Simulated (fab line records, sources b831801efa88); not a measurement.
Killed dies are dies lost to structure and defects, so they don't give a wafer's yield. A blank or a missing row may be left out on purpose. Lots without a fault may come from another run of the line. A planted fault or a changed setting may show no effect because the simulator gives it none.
Split-lot experiment | flow sfq_line | 5 lots, 23 wafers read, on a route of 325 steps

THE SPLIT
At SFQ_TRILAYER_M1_DEP_SPUTTER_037 (material Nb, target thk 200 nm, time 133.3 s), the setting time_s was moved away from the recipe's 133.3 s on 7 of the 23 wafers read, by -12.5% to +14.3%. The other wafers ran this setting at the recipe's value.

FROM THE SPLIT TO THE READING: what the file shows between them, 6 steps
- SFQ_M1_RS_MEAS_909: measures by four-point-probe
- SFQ_TRILAYER_M1_LITHO_COAT_044: resist thk 62 nm (also split here: resist_thk_nm)
- SFQ_TRILAYER_M1_LITHO_COAT_039: resist thk 600 nm
- SFQ_TRILAYER_M1_LITHO_SOFTBAKE_043
- SFQ_TRILAYER_M1_LITHO_DEVELOP_041: time 60 s
- SFQ_TRILAYER_M1_BARC_OPEN_METAL_ETCH_054: etches BARC in O2, target depth 125 nm, time 41.7 s

THE READING
oes_product_au, in a.u., at SFQ_TRILAYER_M1_ETCH_METAL_ETCH_042 (etches Nb in Cl2/Ar, stops on SiO2, target depth 240 nm, time 125.7 s). Fault-free wafers of this fab line usually give 0.890 a.u., standard deviation 0.0058 a.u..

wafer  | tool, chamber at the split | time_s as run, s | against the recipe | oes_product_au, a.u. | against lot-mates on the recipe
L074.1 | pvd_sputter-03, -          | 133.3            | recipe             | 0.884                | -
L074.2 | pvd_sputter-03, -          | 133.3            | recipe             | 0.884                | -
L074.3 | pvd_sputter-03, -          | 116.6            | -12.5%             | 0.836                | -0.051
L074.4 | pvd_sputter-03, -          | 116.6            | -12.5%             | 0.821                | -0.066
L074.5 | pvd_sputter-03, -          | 133.3            | recipe             | 0.893                | -
L077.1 | pvd_sputter-04, -          | 152.3            | +14.3%             | 0.959                | +0.072
L077.2 | pvd_sputter-04, -          | 152.3            | +14.3%             | 0.956                | +0.069
L077.3 | pvd_sputter-04, -          | 133.3            | recipe             | 0.885                | -
L077.4 | pvd_sputter-04, -          | 152.3            | +14.3%             | 0.951                | +0.064
L077.5 | pvd_sputter-04, -          | 133.3            | recipe             | 0.888                | -
L078.2 | pvd_sputter-06, -          | 133.3            | recipe             | 0.895                | -
L078.3 | pvd_sputter-06, -          | 133.3            | recipe             | 0.897                | -
L078.4 | pvd_sputter-06, -          | 133.3            | recipe             | 0.887                | -
L078.5 | pvd_sputter-06, -          | 133.3            | recipe             | 0.884                | -
L078.6 | pvd_sputter-06, -          | 133.3            | recipe             | 0.896                | -
L079.1 | pvd_sputter-06, -          | 133.3            | recipe             | 0.894                | -
L079.2 | pvd_sputter-06, -          | 133.3            | recipe             | 0.892                | -
L079.3 | pvd_sputter-06, -          | 150.2            | +12.7%             | 0.950                | +0.054
L079.5 | pvd_sputter-06, -          | 133.3            | recipe             | 0.901                | -
L079.6 | pvd_sputter-06, -          | 150.2            | +12.7%             | 0.953                | +0.057
L081.1 | pvd_sputter-03, -          | 133.3            | recipe             | 0.898                | -
L081.4 | pvd_sputter-03, -          | 133.3            | recipe             | 0.895                | -
L081.6 | pvd_sputter-03, -          | 133.3            | recipe             | 0.884                | -

THE FIT
A straight line over all 23 wafers: oes_product_au changes by +0.00472 a.u. for each +1% of time_s; r = +0.99; the points scatter about the line by 0.0058 a.u..
The same after taking each lot's own level away (the mean of its wafers on the recipe; 23 wafers): +0.00468 a.u. for each +1%; r = +0.99; scatter 0.0051 a.u..
On that fit, the largest move of time_s shifts the reading by 0.067 a.u..
The lots' own levels span 0.8865 to 0.8957 a.u., that is 1.6 times the standard deviation above.
So the lot-to-lot level changes the slope little: the two slopes agree.
Check: with one of the wafers moved furthest among these (+14.3%) left out of the fit, the line predicts +0.0655 a.u. for it against its lot-mates. It came out at +0.0725 a.u. against them.

OTHER SPLITS ON THESE WAFERS
These wafers also went through other splits before the reading. Each is held against what the fit with the lots' levels taken away leaves over:
other split on the same wafers                   | wafers away from the commonest value | r with oes_product_au (lot level and that fit taken away)
SFQ_TRILAYER_L0_LITHO_COAT_010 resist_thk_nm     | 6                                    | -0.26
SFQ_TRILAYER_L0_BARC_OPEN_METAL_ETCH_010 bias_w  | 3                                    | -0.12
SFQ_TRILAYER_L0_VIA_LITHO_PEB_016 peb_time_s     | 9                                    | +0.25
SFQ_TRILAYER_M0_LITHO_COAT_026 spin_rpm          | 7                                    | -0.22
SFQ_TRILAYER_M0_ETCH_METAL_ETCH_024 icp_w        | 5                                    | -0.06
SFQ_TRILAYER_I0_VIA_LITHO_COAT_036 resist_thk_nm | 9                                    | -0.25
SFQ_TRILAYER_I0_VIA_LITHO_EXPOSE_032 dose_mj     | 4                                    | +0.20
SFQ_TRILAYER_M1_LITHO_COAT_044 resist_thk_nm     | 7                                    | -0.21

THE WHOLE CHAIN: every reading that the file lists as answering this split, in the file's order
step                                | what it does                                                          | reading                                                                                   | change (the file's fit)                   | r (the file's)
SFQ_TRILAYER_M1_DEP_SPUTTER_037     | material Nb, target thk 200 nm, time 133.3 s                          | Nb_of_TRILAYER_M1_DEP_SPUTTER_037.thk_nm (the simulator's own value, which no gauge read) | +1.97 nm for each +1% of the setting      | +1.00
SFQ_M1_RS_MEAS_909                  | measures by four-point-probe                                          | M1_NB_RS                                                                                  | -0.00841 for each +1% of the setting      | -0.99
SFQ_TRILAYER_M1_ETCH_METAL_ETCH_042 | etches Nb in Cl2/Ar, stops on SiO2, target depth 240 nm, time 125.7 s | oes_product_au                                                                            | +0.00464 a.u. for each +1% of the setting | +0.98

THE FILE'S OWN FIT
oes_product_au changes by +0.00464 a.u. for each +1% of time_s, r = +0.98.
